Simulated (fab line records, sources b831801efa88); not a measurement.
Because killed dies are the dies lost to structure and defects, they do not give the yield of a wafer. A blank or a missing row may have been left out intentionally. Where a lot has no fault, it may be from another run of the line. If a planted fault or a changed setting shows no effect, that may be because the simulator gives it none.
A struck lot beside a sound one | flow gf180mcu | 24 steps out of a route of 602
Sound: wafers L827.1, L827.3, L827.5. Struck: wafers L823.3, L823.5, L823.6. Last of all comes the cause.
Per side, at each step with rows, come the tool, then ch with its chambers, and then its first start. Under that, the readings that differ: sound wafers | struck wafers | difference of the means | sigmas: that difference in standard deviations of wafers without a fault.
alike: a reading whose means differ by less than 2 such deviations, as well as words and numbers matching on both sides. not compared: withheld readings; readings where some wafer has no value; bounds like >300 that might hide an equal value; numbers whose values overlap and for which the record gives no deviation.
A row with sigmas, a row that says differs or no value, or rows on one side alone: a step with any of these is where the two part. Non-overlapping numbers with no deviation appear without sigmas and do not part them. Lack of a reading on every wafer of one side parts them only where that side has two or more wafers.

GF_M4_STRIP_17: strips in O2/N2.
  sound on plasma asher-04 ch 0,1, day 28 14:40; struck on plasma asher-04 ch 0,1, day 27 10:26
  alike: drypump motor current A, heater power w, oes product au, strip time to endpoint s
  not compared: rf hours counter h
then, 3 steps without rows for these wafers: GF_M4_STRIP_18 (strips in post etch residue remover, time 1200 s); GF_M4_CLEAN_19 (cleans in DIW); GF_V4_CVD_00 (deposits SiO2, target thk 600 nm, time 100 s).
GF_V4_THK_MEAS_01:
  sound on film metro-01, day 28 15:17; struck on film metro-04, day 27 11:04
  alike: V4_CVD_00_THK
GF_V4_CVD_02: deposits SiO2 from TEOS, target thk 850 nm, time 94.851 s.
  sound on pecvd-04 ch 1,2, day 28 15:21; struck on pecvd-02 ch 0,1, day 27 11:06
  alike: heater power w, susceptor temp C
GF_V4_THK_MEAS_03:
  sound on film metro-01, day 28 15:25; struck on film metro-03, day 27 11:11
  alike: V4_CVD_02_THK
GF_V4_CMP_04: polishes SiO2.
  sound on cmp-01 ch 0,1, day 28 15:34; struck on cmp-02 ch 2,3, day 27 11:14
  alike: motor current A, time to endpoint s
GF_V4_BOW_MEAS_05:
  sound on film metro-03, day 28 15:52; struck on film metro-04, day 27 11:34
  alike: V4_BOW
then, 3 steps without rows for these wafers: GF_V4_DEHYDRATE_06 (time 60 s); GF_V4_HMDS_07 (prime time 60 s); GF_V4_COAT_08.
GF_V4_COAT_09: resist thk 1000 nm.
  sound on litho track-03 ch 0, day 29 01:00; struck on litho track-01 ch 0, day 27 21:00
  reading                             | sound           | struck          | difference | sigmas
  model.KrF_of_V4_COAT_09.thk nm (nm) | 1002 998.3 1000 | 946.4 946 944.9 | -54.3      |
then, 3 steps without rows for these wafers: GF_V4_SOFTBAKE_10 (time 60 s); GF_V4_EXPOSE_11 (exposes mask Via4, target cd 260 nm); GF_V4_PEB_12 (peb time 90 s).
GF_V4_DEVELOP_13: develop time 60 s.
  sound on litho track-03 ch 0, day 29 10:55; struck on litho track-01 ch 0, day 28 07:23
  reading                             | sound             | struck          | difference | sigmas
  model.KrF_of_V4_COAT_09.thk nm (nm) | 987.2 983.4 985.1 | 931.5 931.1 930 | -54.4      |
GF_V4_CD_MEAS_14: the cd target is 260 nm.
  sound on cd sem-01, day 29 11:04; struck on cd sem-02, day 28 07:31
  alike: cd nm
GF_V4_OVL_MEAS_15:
  sound on overlay-01, day 29 11:11; struck on overlay-02, day 28 07:37
  alike: V4_OVL
GF_V4_ETCH_16: etches BARC in N2/H2.
  sound on rie diel-01 ch 1,2,3, day 29 11:13; struck on rie diel-01 ch 0,3, day 28 07:38
  alike: drypump motor current A, oes product au, throttle valve pct
  not compared: model.V4.cd nm
GF_V4_ETCH_17: etches SiO2 in C4F8/O2/Ar, stops on TiN, target depth 630 nm.
  sound on rie diel-01 ch 1,2,3; struck on rie diel-01 ch 0,3
  alike: oes product au
  not compared: model.V4.cd nm
GF_V4_STRIP_18: strips in O2/N2.
  sound on plasma asher-03 ch 0,1, day 29 11:20; struck on plasma asher-04 ch 0,1, day 28 07:48
  reading               | sound             | struck            | difference | sigmas
  oes product au (a.u.) | 0.593 0.592 0.580 | 0.569 0.568 0.573 | -0.018     | -4
  alike: drypump motor current A, heater power w
  not compared: rf hours counter h
then, 1 step without rows for these wafers: GF_V4_STRIP_19 (strips in post etch residue remover, time 1200 s).
GF_PASSIVATION_PROBE_99:
  sound wafers here have rows in the record (prober-02, day 33 08:04); struck ones have none

## WHERE THEY PART
At GF_V4_STRIP_18 first; at GF_PASSIVATION_PROBE_99 last (within this record only).

WHY: the cause the simulator had injected
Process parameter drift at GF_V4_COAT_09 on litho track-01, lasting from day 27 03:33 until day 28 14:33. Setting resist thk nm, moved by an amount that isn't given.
